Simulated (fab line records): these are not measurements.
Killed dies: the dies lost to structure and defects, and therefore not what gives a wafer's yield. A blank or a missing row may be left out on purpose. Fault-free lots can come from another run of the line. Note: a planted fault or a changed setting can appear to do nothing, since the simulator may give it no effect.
fab line records + flow sky130
[record]
- lots = 12
- wafers = 36
- last_day = 51
route steps=708 shown POLY_CUT@315 SD_P@329 LI_CONTACT@365
lots with no fault: from the same line, run without faults
start_h: hours from the record's opening day to when the first of the lot's shown wafers began + wait_h: hours from the lot's prior step to this one + " repeats the value in the row above + L1.1+2: one row covering several wafers at once + - no value present, or no start provided + * or withheld: withheld + < > ~ a bound
route shown NAME@n: names a module that has steps shown in the file, with the first one's number in the route + usual: mean/standard deviation of fault-free wafers + same: alike in all rows + chamber/n: place in a boat + sites: per-site readings + _std_site: standard deviation of those values + _edge_site: mean of outer sites minus mean of inner sites + radius_mm: for every site, how far away it sits from the centre of the wafer + mask NAME#n: copy n + behind: tool/chamber where the wafer was last shaped + hold: what put the lot on hold/how long, in hours/how the hold closed + device: transistor that didn't switch, given as n, p or np + end of line: the tests these same wafers got at the end of their route + where a step has no rows: the recipe by itself + killed: not the wafer's yield, but the dies lost to structure and defects at the first sort + map: a wafer's dies, x killed, . not, _ none there
set.NAME: setting as actually run; set.NAME@STEP: the setting as run at that earlier step + model.NAME: the simulator's own value behind a step, which no gauge read
route steps across a sampled set of lots; one table per step, one row per wafer
services: a tool's chamber out of use, with start hour (start_h, from the record's first day; less than 0 if before it), hours out, and reason
[[steps]]
[step SKY_POLY_CUT_CD_MEAS_08]
[recipe]
- target_cd_nm = 270
[usual]
- cd_nm = 270.2/1.4
| lot.wafer | tool      | chamber | start_h | wait_h | cd_nm |
|-----------|-----------|---------|---------|--------|-------|
| L267.1    | cd_sem-01 | -       | 554.07  | -      | 269.6 |
| L267.2    | "         | -       | "       | "      | 269.7 |
| L267.4    | "         | -       | "       | "      | 268.7 |
| L269.1    | cd_sem-01 | -       | 583.52  | -      | 269.9 |
| L269.2    | "         | -       | "       | "      | 272.3 |
| L269.4    | "         | -       | "       | "      | 271.3 |
| L271.3    | cd_sem-02 | -       | 608.41  | -      | 270.2 |
| L271.4    | "         | -       | "       | "      | 271.3 |
| L271.5    | "         | -       | "       | "      | 271.2 |
| L273.2    | cd_sem-01 | -       | 620.57  | -      | 268.2 |
| L273.3    | "         | -       | "       | "      | 270.3 |
| L273.6    | "         | -       | "       | "      | 269.8 |
| L274.3    | cd_sem-01 | -       | 633.06  | -      | 269.9 |
| L274.4    | "         | -       | "       | "      | 268.6 |
| L274.5    | "         | -       | "       | "      | 270.1 |
| L275.2    | cd_sem-02 | -       | 633.99  | -      | 269.5 |
| L275.3    | "         | -       | "       | "      | 271.0 |
| L275.6    | "         | -       | "       | "      | 270.1 |
| L276.2    | cd_sem-01 | -       | 649.69  | -      | 270.9 |
| L276.3    | "         | -       | "       | "      | 270.5 |
| L276.4    | "         | -       | "       | "      | 271.6 |
| L277.3    | cd_sem-01 | -       | 661.24  | -      | 271.7 |
| L277.4    | "         | -       | "       | "      | 270.9 |
| L277.6    | "         | -       | "       | "      | 271.2 |
| L282.1    | cd_sem-02 | -       | 716.62  | -      | 268.3 |
| L282.3    | "         | -       | "       | "      | 268.0 |
| L282.4    | "         | -       | "       | "      | 268.9 |
| L289.1    | cd_sem-02 | -       | 754.00  | -      | 269.9 |
| L289.2    | "         | -       | "       | "      | 270.5 |
| L289.5    | "         | -       | "       | "      | 269.3 |
| L288.4    | cd_sem-02 | -       | 756.31  | -      | 272.6 |
| L288.5    | "         | -       | "       | "      | 270.8 |
| L288.6    | "         | -       | "       | "      | 273.0 |
| L290.2    | cd_sem-02 | -       | 760.01  | -      | 272.0 |
| L290.4    | "         | -       | "       | "      | 271.9 |
| L290.5    | "         | -       | "       | "      | 272.3 |
[step SKY_POLY_CUT_ETCH_10]
[recipe]
- chemistry = N2/H2
- target = BARC
- ion_energy_ev = 200
- source_w = 500
- bias_w = 100
- pressure_mtorr = 30
- n2_flow_sccm = 100
- h2_flow_sccm = 200
- stop_on = SiO2
- time_s = 45.9
- target_depth_a = 600
[usual]
- chamber_pressure_mTorr = 29.999/0.03
- drypump_motor_current_A = 5.6/0.46
- n2_flow_sccm = 99.9/0.31
- oes_product_au = 0.855/0.0047
- throttle_valve_pct = 13.225/0.0086
| lot.wafer | tool        | chamber | start_h | wait_h | chamber_pressure_mTorr | drypump_motor_current_A | n2_flow_sccm | oes_product_au | rf_hours_counter_h | throttle_valve_pct |
|-----------|-------------|---------|---------|--------|------------------------|-------------------------|--------------|----------------|--------------------|--------------------|
| L267.1    | rie_diel-01 | 3       | 554.23  | 0.0    | 30.019                 | 5.1                     | 99.9         | 0.847          | 4                  | 13.213             |
| L267.2    | "           | 0       | "       | "      | 29.960                 | 5.5                     | 99.9         | 0.853          | 4                  | 13.217             |
| L267.4    | "           | 2       | "       | "      | 29.960                 | 6.1                     | 99.9         | 0.855          | -                  | 13.229             |
| L269.1    | rie_diel-03 | 1       | 583.68  | 0.0    | 29.985                 | 6.0                     | 100.1        | 0.854          | 69                 | 13.221             |
| L269.2    | "           | 2       | "       | "      | 30.027                 | 5.9                     | 99.2         | 0.854          | 16                 | 13.238             |
| L269.4    | "           | 1       | "       | "      | 29.935                 | 5.9                     | 99.7         | 0.853          | -                  | 13.231             |
| L271.3    | rie_diel-03 | 3       | 608.53  | 0.0    | 29.988                 | 6.2                     | 100.3        | 0.861          | 7                  | 13.216             |
| L271.4    | "           | 1       | "       | "      | 30.006                 | 6.0                     | 100.1        | 0.853          | 70                 | 13.231             |
| L271.5    | "           | 3       | "       | "      | 30.052                 | 6.2                     | 99.7         | 0.853          | -                  | 13.241             |
| L273.2    | rie_diel-02 | 1       | 620.71  | 0.0    | 29.972                 | 6.1                     | 100.0        | 0.856          | 12                 | 13.230             |
| L273.3    | "           | 2       | "       | "      | 30.012                 | 6.2                     | 100.3        | 0.855          | 27                 | 13.222             |
| L273.6    | "           | 2       | "       | "      | 29.941                 | 6.2                     | 100.4        | 0.854          | -                  | 13.215             |
| L274.3    | rie_diel-01 | 2       | 633.18  | 0.0    | 29.977                 | 6.1                     | 99.5         | 0.857          | 25                 | 13.232             |
| L274.4    | "           | 1       | "       | "      | 29.982                 | 5.0                     | 100.1        | 0.861          | 1                  | 13.223             |
| L274.5    | "           | 3       | "       | "      | 29.997                 | 5.1                     | 99.8         | 0.851          | -                  | 13.232             |
| L275.2    | rie_diel-02 | 2       | 634.13  | 0.0    | 29.991                 | 6.2                     | 100.6        | 0.853          | 27                 | 13.232             |
| L275.3    | "           | 1       | "       | "      | 29.952                 | 6.1                     | 100.6        | 0.860          | 12                 | 13.236             |
| L275.6    | "           | 1       | "       | "      | 29.967                 | 6.1                     | 99.8         | 0.851          | -                  | 13.225             |
| L276.2    | rie_diel-01 | 2       | 649.83  | 0.0    | 30.016                 | 6.1                     | 99.5         | 0.858          | 25                 | 13.225             |
| L276.3    | "           | 1       | "       | "      | 30.035                 | 5.0                     | 99.7         | 0.856          | 1                  | 13.217             |
| L276.4    | "           | 0       | "       | "      | 30.005                 | 5.5                     | 100.4        | 0.852          | 6                  | 13.239             |
| L277.3    | rie_diel-01 | 1       | 661.36  | 0.0    | 30.026                 | 5.0                     | 99.7         | 0.852          | 2                  | 13.227             |
| L277.4    | "           | 0       | "       | "      | 30.013                 | 5.5                     | 99.6         | 0.848          | 7                  | 13.228             |
| L277.6    | "           | 0       | "       | "      | 29.964                 | 5.5                     | 99.6         | 0.854          | -                  | 13.211             |
| L282.1    | rie_diel-02 | 0       | 716.78  | 0.0    | 29.985                 | 5.2                     | 100.4        | 0.854          | 8                  | 13.207             |
| L282.3    | "           | 3       | "       | "      | 29.972                 | 5.0                     | 99.8         | 0.854          | 5                  | 13.216             |
| L282.4    | "           | 1       | "       | "      | 29.985                 | 6.1                     | 100.0        | 0.852          | 14                 | 13.243             |
| L289.1    | rie_diel-02 | 3       | 754.16  | 0.0    | 30.000                 | 5.0                     | 99.9         | 0.853          | 6                  | 13.225             |
| L289.2    | "           | 0       | "       | "      | 29.981                 | 5.2                     | 100.2        | 0.852          | 9                  | 13.232             |
| L289.5    | "           | 1       | "       | "      | 30.015                 | 6.1                     | 99.5         | 0.863          | -                  | 13.224             |
| L288.4    | rie_diel-01 | 0       | 756.43  | 0.0    | 29.993                 | 5.5                     | 99.8         | 0.861          | -                  | 13.229             |
| L288.5    | "           | 3       | "       | "      | 29.984                 | 5.1                     | 100.4        | 0.857          | -                  | 13.218             |
| L288.6    | "           | 2       | "       | "      | 30.040                 | 6.1                     | 99.9         | 0.854          | -                  | 13.225             |
| L290.2    | rie_diel-03 | 2       | 760.15  | 0.0    | 29.966                 | 5.9                     | 99.8         | 0.856          | 21                 | 13.232             |
| L290.4    | "           | 1       | "       | "      | 29.998                 | 6.0                     | 99.8         | 0.855          | -                  | 13.215             |
| L290.5    | "           | 2       | "       | "      | 29.990                 | 5.9                     | 99.8         | 0.856          | -                  | 13.232             |
[step SKY_SD_P_IMPLANT_09]
[recipe]
- species = BF2
- energy_kev = 20
- dose_cm2 = 3e+15
- tilt_deg = 0
| lot.wafer  | tool         | chamber | start_h | wait_h |
|------------|--------------|---------|---------|--------|
| L267.1+2+4 | implanter-01 | 0       | 584.08  | 0.0    |
| L269.1+2+4 | implanter-04 | 0       | 613.61  | 0.0    |
| L271.3+4+5 | implanter-02 | 0       | 637.69  | 0.1    |
| L273.2+3+6 | implanter-01 | 0       | 650.11  | 0.0    |
| L274.3+4+5 | implanter-01 | 0       | 662.84  | 0.1    |
| L275.2+3+6 | implanter-04 | 0       | 664.00  | 0.0    |
| L276.2+3+4 | implanter-02 | 0       | 679.76  | 0.1    |
| L277.3+4+6 | implanter-01 | 0       | 689.94  | 0.1    |
| L282.1+3+4 | implanter-01 | 0       | 743.84  | 0.0    |
| L289.1+2+5 | implanter-02 | 0       | 780.88  | 0.0    |
| L288.4+5+6 | implanter-02 | 0       | 783.66  | 0.1    |
| L290.2+4+5 | implanter-04 | 0       | 787.46  | 0.0    |
[step SKY_SD_N_RS_MEAS_17]
[recipe]
- thk_meas_gauge = four-point-probe
[usual]
- SD_P_RS = 147.0/0.4
| lot.wafer | tool          | chamber | start_h | wait_h | SD_P_RS[ohm/sq] |
|-----------|---------------|---------|---------|--------|-----------------|
| L267.1    | film_metro-02 | -       | 644.54  | 0.1    | 147.1           |
| L267.2    | "             | -       | "       | "      | 147.2           |
| L267.4    | "             | -       | "       | "      | 147.0           |
| L269.1    | film_metro-04 | -       | 673.04  | 0.1    | 147.1           |
| L269.2    | "             | -       | "       | "      | 147.0           |
| L269.4    | "             | -       | "       | "      | 146.4           |
| L271.3    | film_metro-04 | -       | 696.51  | 0.1    | 146.5           |
| L271.4    | "             | -       | "       | "      | 146.7           |
| L271.5    | "             | -       | "       | "      | 147.1           |
| L273.2    | film_metro-04 | -       | 709.40  | 0.1    | 147.1           |
| L273.3    | "             | -       | "       | "      | 147.1           |
| L273.6    | "             | -       | "       | "      | 146.2           |
| L274.3    | film_metro-01 | -       | 720.32  | 0.1    | 147.3           |
| L274.4    | "             | -       | "       | "      | 147.0           |
| L274.5    | "             | -       | "       | "      | 146.7           |
| L275.2    | film_metro-02 | -       | 721.88  | 0.1    | 147.5           |
| L275.3    | "             | -       | "       | "      | 147.3           |
| L275.6    | "             | -       | "       | "      | 147.0           |
| L276.2    | film_metro-02 | -       | 737.04  | 0.1    | 147.1           |
| L276.3    | "             | -       | "       | "      | 146.8           |
| L276.4    | "             | -       | "       | "      | 146.6           |
| L277.3    | film_metro-02 | -       | 746.41  | 0.1    | 147.1           |
| L277.4    | "             | -       | "       | "      | 146.8           |
| L277.6    | "             | -       | "       | "      | 147.4           |
| L282.1    | film_metro-04 | -       | 797.99  | 0.1    | 148.1           |
| L282.3    | "             | -       | "       | "      | 147.7           |
| L282.4    | "             | -       | "       | "      | 148.3           |
| L289.1    | film_metro-04 | -       | 833.67  | 0.1    | 147.0           |
| L289.2    | "             | -       | "       | "      | 146.5           |
| L289.5    | "             | -       | "       | "      | 147.2           |
| L288.4    | film_metro-02 | -       | 838.36  | 0.1    | 146.8           |
| L288.5    | "             | -       | "       | "      | 146.8           |
| L288.6    | "             | -       | "       | "      | 146.5           |
| L290.2    | film_metro-04 | -       | 841.72  | 0.1    | 146.2           |
| L290.4    | "             | -       | "       | "      | 146.8           |
| L290.5    | "             | -       | "       | "      | 147.1           |
[step SKY_LI_CONTACT_BOW_MEAS_03]
[recipe]
- mode = bow
[usual]
- LI_CONTACT_BOW = 59/7.7
| lot.wafer | tool          | chamber | start_h | wait_h | LI_CONTACT_BOW[um] |
|-----------|---------------|---------|---------|--------|--------------------|
| L267.1    | film_metro-04 | -       | 645.64  | 0.2    | 67                 |
| L267.2    | "             | -       | "       | "      | 63                 |
| L267.4    | "             | -       | "       | "      | 63                 |
| L269.1    | film_metro-02 | -       | 673.77  | 0.2    | 55                 |
| L269.2    | "             | -       | "       | "      | 63                 |
| L269.4    | "             | -       | "       | "      | 62                 |
| L271.3    | film_metro-04 | -       | 697.37  | 0.2    | 61                 |
| L271.4    | "             | -       | "       | "      | 58                 |
| L271.5    | "             | -       | "       | "      | 64                 |
| L273.2    | film_metro-04 | -       | 710.19  | 0.3    | 61                 |
| L273.3    | "             | -       | "       | "      | 55                 |
| L273.6    | "             | -       | "       | "      | 55                 |
| L274.3    | film_metro-01 | -       | 721.04  | 0.2    | 56                 |
| L274.4    | "             | -       | "       | "      | 57                 |
| L274.5    | "             | -       | "       | "      | 60                 |
| L275.2    | film_metro-01 | -       | 722.60  | 0.3    | 63                 |
| L275.3    | "             | -       | "       | "      | 72                 |
| L275.6    | "             | -       | "       | "      | 57                 |
| L276.2    | film_metro-01 | -       | 737.76  | 0.3    | 54                 |
| L276.3    | "             | -       | "       | "      | 52                 |
| L276.4    | "             | -       | "       | "      | 49                 |
| L277.3    | film_metro-02 | -       | 747.52  | 0.2    | 43                 |
| L277.4    | "             | -       | "       | "      | 55                 |
| L277.6    | "             | -       | "       | "      | 61                 |
| L282.1    | film_metro-02 | -       | 798.71  | 0.2    | 65                 |
| L282.3    | "             | -       | "       | "      | 67                 |
| L282.4    | "             | -       | "       | "      | 47                 |
| L289.1    | film_metro-04 | -       | 834.39  | 0.1    | 64                 |
| L289.2    | "             | -       | "       | "      | 59                 |
| L289.5    | "             | -       | "       | "      | 57                 |
| L288.4    | film_metro-01 | -       | 839.08  | 0.3    | 56                 |
| L288.5    | "             | -       | "       | "      | 48                 |
| L288.6    | "             | -       | "       | "      | 57                 |
| L290.2    | film_metro-04 | -       | 842.44  | 0.2    | 69                 |
| L290.4    | "             | -       | "       | "      | 50                 |
| L290.5    | "             | -       | "       | "      | 57                 |
[[services]]
| tool         | chamber | start_h | hours | kind           |
|--------------|---------|---------|-------|----------------|
| implanter-04 | -       | 532.81  | 0.9   | repair         |
| implanter-01 | -       | 538.22  | 4.4   | repair         |
| implanter-01 | -       | 538.66  | 2.7   | repair         |
| rie_diel-01  | -       | 551.27  | 2.8   | pm             |
| rie_diel-01  | 1       | 554.02  | -     | clean          |
| rie_diel-01  | 1       | 554.02  | 21.4  | scheduled_down |
| rie_diel-01  | 1       | 554.02  | 21.4  | vent_cycle     |
| rie_diel-01  | 2       | 559.76  | 8.3   | repair         |
| rie_diel-03  | 0       | 582.51  | -     | clean          |
| rie_diel-01  | 1       | 589.14  | 5.2   | repair         |
| rie_diel-02  | -       | 598.16  | 2.8   | pm             |
| implanter-01 | -       | 603.27  | 0.6   | repair         |
| implanter-02 | -       | 613.61  | 4.6   | repair         |
| implanter-01 | -       | 633.07  | 1.6   | repair         |
| rie_diel-03  | -       | 657.81  | 14.6  | pm             |
| implanter-01 | -       | 673.34  | 3.9   | repair         |
| implanter-01 | -       | 677.51  | 3.4   | pm             |
| rie_diel-01  | 1       | 680.49  | 132.0 | repair         |
| rie_diel-01  | 3       | 694.55  | 10.0  | repair         |
| rie_diel-03  | -       | 697.02  | 11.9  | repair         |
| rie_diel-01  | 0       | 742.49  | 2.3   | repair         |
| rie_diel-03  | 0       | 756.45  | 5.8   | repair         |
| implanter-04 | -       | 759.84  | 2.8   | pm             |
| implanter-02 | -       | 785.84  | 7.4   | repair         |
[[key]]
[first_sign]
- step = SKY_SD_N_RS_MEAS_17
- reading = SD_P_RS
- direction = up
- sigmas = 2.7
- usual = 147.0
- struck = 148.1
effect none on later readings
met_at SKY_SD_P_IMPLANT_09
struck_lots L282
tester_left_out L282
not_acting_at SKY_POLY_CUT_CD_MEAS_08,SKY_POLY_CUT_ETCH_10,SKY_LI_CONTACT_BOW_MEAS_03
onset_between 689.94 743.84
[fault]
- kind = process_parameter_drift
- tool = implanter-01
- chamber = -
- onset_h = 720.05
- steps = SKY_SD_P_IMPLANT_09
- channel = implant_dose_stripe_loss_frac
- offset = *
- shape = step
- end_h = 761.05
// tester_left_out: of these lots the tester's yield and bins aren't shown, on N5 and GAA mostly nor the transistor test; their killed dies are dies lost to structure and defects alone, not to doping, threshold or leakage, so they don't give the yield
